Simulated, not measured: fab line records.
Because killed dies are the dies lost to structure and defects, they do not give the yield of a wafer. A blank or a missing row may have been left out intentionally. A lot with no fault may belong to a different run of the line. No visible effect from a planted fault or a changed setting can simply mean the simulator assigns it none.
fab line records | flow sky130
[record] lots = 12 | wafers = 36 | last_day = 49
route steps=708 shown CAPM@539 METAL3@567 METAL4@598 PASSIVATION@683 PAD_OPEN@708
lots untouched by any fault: they come from a run of this same line in which no faults occurred
start_h: the number of hours between the record's first day and the start of the first shown wafer of the lot | wait_h: time in hours since the lot's previous step | " same as the row above | L1.1+2: a row that stands for several wafers | - no value, or no start was given | * or withheld: withheld | < > ~ a bound
route shown NAME@n: names a module that has steps shown in the file, with the first one's number in the route | usual: mean/standard deviation taken from wafers without a fault | same: alike in all rows | chamber/n: place in a boat | sites: per-site readings | _std_site: standard deviation of those values | _edge_site: the outer-site mean with the inner-site mean subtracted | radius_mm: for every site, how far away it sits from the centre of the wafer | mask NAME#n: copy n | behind: the last tool/chamber to shape the wafer | hold: cause of the lot's hold/its duration in hours/its outcome | device: the transistor (n, p or np) that didn't switch | end of line: the tests these same wafers got at the end of their route | a step without rows: its recipe alone | killed: count of dies lost to structure and defects at first sort (not the wafer's yield) | map: per-die view of a wafer (x killed, . not killed, _ where there is no die)
set.NAME: the setting the step ran with; set.NAME@STEP: the setting that earlier step ran with | model.NAME: the simulator's own value behind a step, which no gauge read
steps of the route over a sample of lots; a table a step, a row a wafer
services: a tool's chamber out of use, with start hour (start_h, from the record's first day; less than 0 if before it), hours out, and reason
[[steps]]
[step SKY_CAPM_SPUTTER_02]
[recipe] material = TiN | target_thk_nm = 200 | temp_c = 300 | power_w = 6500 | time_s = 166.7 | chamber_pressure_pa = 0.4
[usual] chamber_pressure_pa = 0.4001/0.00076 | throttle_valve_pct = 30.2/0.7
lot.wafer | tool           | chamber | start_h | wait_h | chamber_pressure_pa | throttle_valve_pct
L974.1    | pvd_sputter-02 | -       | 851.52  | 0.1    | 0.3995              | 30.3
L974.2    | "              | -       | "       | "      | 0.4004              | 28.6
L974.4    | "              | -       | "       | "      | 0.3995              | 31.0
L975.2    | pvd_sputter-01 | -       | 856.44  | 0.0    | 0.4002              | 30.2
L975.3    | "              | -       | "       | "      | 0.3997              | 30.5
L975.4    | "              | -       | "       | "      | 0.3993              | 29.8
L976.1    | pvd_sputter-01 | -       | 866.51  | 0.1    | 0.4001              | 29.8
L976.2    | "              | -       | "       | "      | 0.4014              | 30.7
L976.6    | "              | -       | "       | "      | 0.3994              | 30.4
L977.1    | pvd_sputter-02 | -       | 892.67  | 0.1    | 0.4003              | 31.1
L977.3    | "              | -       | "       | "      | 0.4000              | 30.5
L977.6    | "              | -       | "       | "      | 0.4011              | 30.6
L979.3    | pvd_sputter-04 | -       | 908.40  | 0.0    | 0.4000              | 30.2
L979.5    | "              | -       | "       | "      | 0.4009              | 31.4
L979.6    | "              | -       | "       | "      | 0.3989              | 30.1
L981.2    | pvd_sputter-04 | -       | 915.02  | 0.0    | 0.3990              | 29.8
L981.4    | "              | -       | "       | "      | 0.4002              | 31.2
L981.6    | "              | -       | "       | "      | 0.4005              | 30.9
L980.4    | pvd_sputter-02 | -       | 917.38  | 0.0    | 0.4006              | 30.4
L980.5    | "              | -       | "       | "      | 0.4009              | 30.3
L980.6    | "              | -       | "       | "      | 0.3995              | 30.1
L982.4    | pvd_sputter-04 | -       | 932.83  | 0.0    | 0.4010              | 30.2
L982.5    | "              | -       | "       | "      | 0.3999              | 30.1
L982.6    | "              | -       | "       | "      | 0.4006              | 29.5
L984.1    | pvd_sputter-04 | -       | 935.65  | 0.1    | 0.4006              | 29.6
L984.4    | "              | -       | "       | "      | 0.4006              | 30.2
L984.6    | "              | -       | "       | "      | 0.3994              | 30.2
L983.1    | pvd_sputter-04 | -       | 937.42  | 0.1    | 0.3998              | 31.3
L983.2    | "              | -       | "       | "      | 0.4012              | 30.0
L983.5    | "              | -       | "       | "      | 0.4003              | 31.3
L986.3    | pvd_sputter-01 | -       | 946.76  | 0.0    | 0.4000              | 29.9
L986.5    | "              | -       | "       | "      | 0.3992              | 30.6
L986.6    | "              | -       | "       | "      | 0.4003              | 29.9
L991.1    | pvd_sputter-02 | -       | 978.33  | 0.1    | 0.4010              | 30.0
L991.4    | "              | -       | "       | "      | 0.4002              | 28.6
L991.5    | "              | -       | "       | "      | 0.3995              | 28.6
[step SKY_METAL3_ETCH_17]
[recipe] target = SiO2 | stop_on = TiN | chemistry = C4F8/O2/Ar | source_w = 1500 | bias_w = 1200 | pressure_mtorr = 40 | c4f8_flow_sccm = withheld | O2_flow_sccm = 6 | Ar_flow_sccm = 300 | time_s = 3.9 | target_depth_a = 150
[usual] oes_product_au = 0.756/0.0065
lot.wafer | tool        | chamber | start_h | wait_h | oes_product_au
L974.1    | rie_diel-04 | 2       | 904.05  | 0.1    | 0.751
L974.2    | "           | 1       | "       | "      | 0.753
L974.4    | "           | 3       | "       | "      | 0.761
L975.2    | rie_diel-02 | 2       | 908.50  | 0.1    | 0.738
L975.3    | "           | 0       | "       | "      | 0.755
L975.4    | "           | 0       | "       | "      | 0.745
L976.1    | rie_diel-03 | 2       | 919.27  | 0.1    | 0.756
L976.2    | "           | 1       | "       | "      | 0.744
L976.6    | "           | 3       | "       | "      | 0.747
L977.1    | rie_diel-04 | 1       | 943.67  | 0.1    | 0.758
L977.3    | "           | 2       | "       | "      | 0.759
L977.6    | "           | 1       | "       | "      | 0.753
L979.3    | rie_diel-04 | 1       | 958.08  | 0.0    | 0.759
L979.5    | "           | 2       | "       | "      | 0.759
L979.6    | "           | 1       | "       | "      | 0.759
L981.2    | rie_diel-03 | 2       | 964.67  | 0.1    | 0.764
L981.4    | "           | 1       | "       | "      | 0.760
L981.6    | "           | 0       | "       | "      | 0.757
L980.4    | rie_diel-02 | 0       | 967.23  | 0.0    | 0.760
L980.5    | "           | 2       | "       | "      | 0.762
L980.6    | "           | 1       | "       | "      | 0.748
L982.4    | rie_diel-03 | 0       | 982.30  | 0.1    | 0.768
L982.5    | "           | 3       | "       | "      | 0.774
L982.6    | "           | 0       | "       | "      | 0.765
L984.1    | rie_diel-02 | 2       | 984.12  | 0.1    | 0.741
L984.4    | "           | 1       | "       | "      | 0.754
L984.6    | "           | 2       | "       | "      | 0.750
L983.1    | rie_diel-04 | 0       | 986.42  | 0.1    | 0.768
L983.2    | "           | 2       | "       | "      | 0.750
L983.5    | "           | 0       | "       | "      | 0.762
L986.3    | rie_diel-04 | 1       | 995.22  | 0.0    | 0.747
L986.5    | "           | 2       | "       | "      | 0.759
L986.6    | "           | 3       | "       | "      | 0.750
L991.1    | rie_diel-04 | 0       | 1025.48 | 0.1    | 0.751
L991.4    | "           | 3       | "       | "      | 0.771
L991.5    | "           | 3       | "       | "      | 0.760
[step SKY_METAL4_SPUTTER_00]
[recipe] material = Ti | target_thk_nm = 15 | power_w = 3000 | time_s = 10 | chamber_pressure_pa = 0.4
[usual] chamber_pressure_pa = 0.4001/0.00075 | throttle_valve_pct = 30.3/0.89
lot.wafer | tool           | chamber | start_h | wait_h | chamber_pressure_pa | throttle_valve_pct
L974.1    | pvd_sputter-02 | -       | 932.05  | 0.1    | 0.4017              | 30.4
L974.2    | "              | -       | "       | "      | 0.4010              | 29.9
L974.4    | "              | -       | "       | "      | 0.4011              | 28.7
L975.2    | pvd_sputter-02 | -       | 936.45  | 0.2    | 0.4001              | 31.0
L975.3    | "              | -       | "       | "      | 0.4007              | 28.8
L975.4    | "              | -       | "       | "      | 0.3993              | 30.3
L976.1    | pvd_sputter-03 | -       | 947.51  | 0.2    | 0.3991              | 31.5
L976.2    | "              | -       | "       | "      | 0.4010              | 31.3
L976.6    | "              | -       | "       | "      | 0.3986              | 31.1
L977.1    | pvd_sputter-04 | -       | 971.11  | 0.1    | 0.4003              | 30.3
L977.3    | "              | -       | "       | "      | 0.4001              | 31.5
L977.6    | "              | -       | "       | "      | 0.4004              | 29.9
L979.3    | pvd_sputter-04 | -       | 984.73  | 0.1    | 0.3997              | 30.1
L979.5    | "              | -       | "       | "      | 0.3997              | 30.2
L979.6    | "              | -       | "       | "      | 0.4007              | 29.9
L981.2    | pvd_sputter-02 | -       | 990.46  | 0.1    | 0.4005              | 29.8
L981.4    | "              | -       | "       | "      | 0.3988              | 30.4
L981.6    | "              | -       | "       | "      | 0.4001              | 30.0
L980.4    | pvd_sputter-02 | -       | 993.59  | 0.3    | 0.3999              | 31.1
L980.5    | "              | -       | "       | "      | 0.4006              | 28.7
L980.6    | "              | -       | "       | "      | 0.3993              | 30.3
L982.4    | pvd_sputter-02 | -       | 1008.32 | 0.1    | 0.4001              | 28.5
L982.5    | "              | -       | "       | "      | 0.3989              | 30.6
L982.6    | "              | -       | "       | "      | 0.4005              | 31.1
L984.1    | pvd_sputter-03 | -       | 1010.50 | 0.1    | 0.3996              | 31.5
L984.4    | "              | -       | "       | "      | 0.4017              | 30.9
L984.6    | "              | -       | "       | "      | 0.3999              | 31.4
L983.1    | pvd_sputter-02 | -       | 1012.72 | 0.2    | 0.4002              | 30.0
L983.2    | "              | -       | "       | "      | 0.4007              | 28.7
L983.5    | "              | -       | "       | "      | 0.4001              | 29.9
L986.3    | pvd_sputter-03 | -       | 1021.89 | 0.1    | 0.4013              | 30.2
L986.5    | "              | -       | "       | "      | 0.4005              | 29.5
L986.6    | "              | -       | "       | "      | 0.4003              | 30.6
L991.1    | pvd_sputter-02 | -       | 1050.83 | 0.2    | 0.3995              | 31.2
L991.4    | "              | -       | "       | "      | 0.3993              | 29.9
L991.5    | "              | -       | "       | "      | 0.4010              | 28.6
[step SKY_PASSIVATION_CVD_02]
[recipe] material = Si3N4 | target_thk_nm = 540 | temp_c = 400 | time_s = withheld | rf_w = 450
[usual] heater_power_w = 733/95
lot.wafer | tool     | chamber | start_h | wait_h | heater_power_w
L974.1    | pecvd-04 | 2       | 1029.15 | 0.1    | 729
L974.2    | "        | 0       | "       | "      | 683
L974.4    | "        | 1       | "       | "      | 836
L975.2    | pecvd-04 | 0       | 1033.63 | 0.0    | 758
L975.3    | "        | 1       | "       | "      | 755
L975.4    | "        | 0       | "       | "      | 771
L976.1    | pecvd-04 | 1       | 1044.28 | 0.1    | 850
L976.2    | "        | 2       | "       | "      | 711
L976.6    | "        | 1       | "       | "      | 851
L977.1    | pecvd-02 | 0       | 1066.12 | 0.1    | 644
L977.3    | "        | 1       | "       | "      | 904
L977.6    | "        | 0       | "       | "      | 664
L979.3    | pecvd-04 | 1       | 1079.06 | 0.0    | 694
L979.5    | "        | 2       | "       | "      | 735
L979.6    | "        | 1       | "       | "      | 736
L981.2    | pecvd-03 | 1       | 1083.44 | 0.0    | 638
L981.4    | "        | 1       | "       | "      | 691
L981.6    | "        | 2       | "       | "      | 775
L980.4    | pecvd-02 | 2       | 1086.11 | 0.1    | 515
L980.5    | "        | 1       | "       | "      | 868
L980.6    | "        | 0       | "       | "      | 689
L982.4    | pecvd-04 | 1       | 1100.68 | 0.1    | 837
L982.5    | "        | 0       | "       | "      | 808
L982.6    | "        | 2       | "       | "      | 724
L984.1    | pecvd-04 | 2       | 1102.18 | 0.1    | 639
L984.4    | "        | 1       | "       | "      | 760
L984.6    | "        | 2       | "       | "      | 675
L983.1    | pecvd-03 | 0       | 1103.76 | 0.1    | 667
L983.2    | "        | 1       | "       | "      | 761
L983.5    | "        | 1       | "       | "      | 785
L986.3    | pecvd-04 | 1       | 1111.80 | 0.1    | 792
L986.5    | "        | 1       | "       | "      | 842
L986.6    | "        | 0       | "       | "      | 817
L991.1    | pecvd-03 | 0       | 1137.59 | 0.1    | 693
L991.4    | "        | 1       | "       | "      | 712
L991.5    | "        | 1       | "       | "      | 728
[step SKY_PAD_OPEN_PROBE_99]
[usual] defect_limited_yield = 82.6/1.9 | killed_at_M0_to_M3 = 43/6.9 | killed_at_M4_up = 3.0/1.8 | killed_at_contacts = 24/4.8 | killed_at_front_end = 15/4.5 | killed_at_other = 0.4/0.67 | killed_dies = 86/9.2 | killed_open = 46/6.9 | killed_short = 39/6 | sort_bin_3_pad_short = 0.8/0.39 | sort_bin_5_function = 10.2/1.3 | sort_bin_6_memory = 6.3/1.2 | sort_n_pass = 406/9.2 | sort_yield_pct = 82.6/1.9
[same] gross_dies = 492 | killed_at_back_side = 0 | sort_bin_4_leakage[%] = 0 | sort_bin_8_speed[%] = 0
lot.wafer | tool      | chamber | start_h | wait_h | defect_limited_yield[%] | killed_at_M0_to_M3 | killed_at_M4_up | killed_at_contacts | killed_at_front_end | killed_at_other | killed_dies | killed_open | killed_short | sort_bin_3_pad_short[%] | sort_bin_5_function[%] | sort_bin_6_memory[%] | sort_n_pass | sort_yield_pct[%]
L984.1    | prober-01 | -       | 1144.57 | 0.1    | 73.4                    | 55                 | 5               | 26                 | 7                   | 38              | 131         | 56          | 37           | 2.8                     | 16.5                   | 7.3                  | 361         | 73.4
L984.4    | prober-01 | -       | 1144.72 | 0.2    | 78.5                    | 45                 | 2               | 20                 | 9                   | 30              | 106         | 46          | 29           | 2.2                     | 13.4                   | 5.9                  | 386         | 78.5
L984.6    | prober-01 | -       | 1144.82 | 0.2    | 76.8                    | 43                 | 2               | 25                 | 13                  | 31              | 114         | 45          | 37           | 2.4                     | 14.8                   | 5.9                  | 378         | 76.8
L983.1    | prober-02 | -       | 1145.89 | 0.1    | 73.2                    | 43                 | 4               | 27                 | 19                  | 39              | 132         | 56          | 37           | 2.8                     | 15.7                   | 8.3                  | 360         | 73.2
L983.2    | prober-02 | -       | 1145.94 | 0.1    | 75.8                    | 38                 | 2               | 31                 | 16                  | 32              | 119         | 54          | 34           | 0.8                     | 15.2                   | 8.1                  | 373         | 75.8
L983.5    | prober-02 | -       | 1146.09 | 0.2    | 76.6                    | 41                 | 4               | 12                 | 18                  | 40              | 115         | 47          | 28           | 2.0                     | 16.3                   | 5.1                  | 377         | 76.6
// killed by level:class
L984.1 CAPM:unspecified=37 VIA1:geometric_particle:open=13 CONTACT:geometric_particle:open=11 VIA2:geometric_particle:open=8 VIA3:geometric_particle:open=8 VIA1:geometric_particle:short=7 LI_CONTACT:geometric_particle:open=6 CONTACT:geometric_particle:short=6
L984.4 CAPM:unspecified=30 VIA1:geometric_particle:open=15 LI_CONTACT:geometric_particle:open=8 VIA3:geometric_particle:open=7 CONTACT:geometric_particle:open=5 VIA1:geometric_particle:short=5 POLY_GATE:geometric_particle:open=4 LOCAL_INTERCONNECT:geometric_particle:short=4
L984.6 CAPM:unspecified=31 VIA2:geometric_particle:open=8 VIA3:geometric_particle:open=8 LI_CONTACT:geometric_particle:open=7 VIA3:geometric_particle:short=6 LOCAL_INTERCONNECT:geometric_particle:short=6 CONTACT:geometric_particle:open=6 VIA1:geometric_particle:short=6
L983.1 CAPM:unspecified=39 VIA1:geometric_particle:open=14 CONTACT:geometric_particle:open=9 LI_CONTACT:geometric_particle:open=8 POLY_GATE:geometric_particle:short=6 FIELD_ISO:geometric_particle:open=5 VIA3:geometric_particle:open=5 FIELD_ISO:geometric_particle:short=4
L983.2 CAPM:unspecified=31 CONTACT:geometric_particle:open=13 VIA1:geometric_particle:open=11 LI_CONTACT:geometric_particle:open=9 VIA3:geometric_particle:open=9 POLY_GATE:geometric_particle:short=5 METAL2:geometric_particle:short=5 FIELD_ISO:geometric_particle:open=4
L983.5 CAPM:unspecified=40 VIA1:geometric_particle:open=10 VIA2:geometric_particle:open=7 POLY_GATE:geometric_particle:open=6 CONTACT:geometric_particle:open=6 VIA1:geometric_particle:short=6 FIELD_ISO:geometric_particle:short=4 VIA3:geometric_particle:open=4
[[services]]
tool           | chamber | start_h | hours | kind
pvd_sputter-03 | -       | 841.87  | 4.8   | repair
rie_diel-02    | -       | 854.07  | 0.7   | repair
rie_diel-03    | 2       | 870.05  | 7.4   | repair
rie_diel-04    | 3       | 882.70  | 2.9   | repair
pecvd-04       | 0       | 886.14  | 3.6   | repair
pvd_sputter-01 | -       | 895.84  | 12.0  | repair
rie_diel-03    | -       | 903.88  | 3.2   | repair
rie_diel-02    | 1       | 907.00  | 5.2   | repair
pecvd-04       | 1       | 931.73  | 9.2   | repair
rie_diel-03    | 0       | 939.51  | 16.7  | repair
pvd_sputter-01 | -       | 942.08  | 3.2   | repair
pvd_sputter-04 | -       | 943.85  | 4.6   | repair
rie_diel-02    | 3       | 943.89  | 4.0   | repair
pvd_sputter-04 | -       | 964.83  | 0.5   | repair
rie_diel-03    | 1       | 993.86  | 3.5   | repair
rie_diel-04    | 2       | 1002.61 | 5.2   | repair
pvd_sputter-01 | -       | 1005.36 | 0.5   | repair
rie_diel-04    | 1       | 1009.22 | 2.2   | repair
pecvd-03       | -       | 1052.57 | 0.2   | repair
rie_diel-04    | 1       | 1079.70 | 3.9   | repair
pvd_sputter-02 | -       | 1087.76 | 4.4   | repair
rie_diel-04    | -       | 1089.70 | 14.6  | pm
pecvd-04       | 2       | 1109.45 | 5.6   | repair
pvd_sputter-04 | -       | 1134.08 | 0.8   | repair
[[key]]
[first_sign] step = SKY_PAD_OPEN_PROBE_99 | reading = killed_at_other | direction = up | sigmas = 35 | usual = 0.4 | struck = 35
[effect] step = SKY_PAD_OPEN_PROBE_99 | reading = sort_bin_5_function | direction = up | sigmas = 3.8 | usual = 10.2 | struck = 15.3
met_at SKY_CAPM_SPUTTER_02
struck_lots L983,L984
not_acting_at SKY_METAL3_ETCH_17,SKY_METAL4_SPUTTER_00,SKY_PASSIVATION_CVD_02
onset_between 932.83 935.65
[fault] kind = chamber_particle_source | tool = pvd_sputter-04 | chamber = - | onset_h = 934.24 | steps = SKY_CAPM_SPUTTER_02 | rate_per_visit_cm2 = 0.67233 | end_h = 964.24
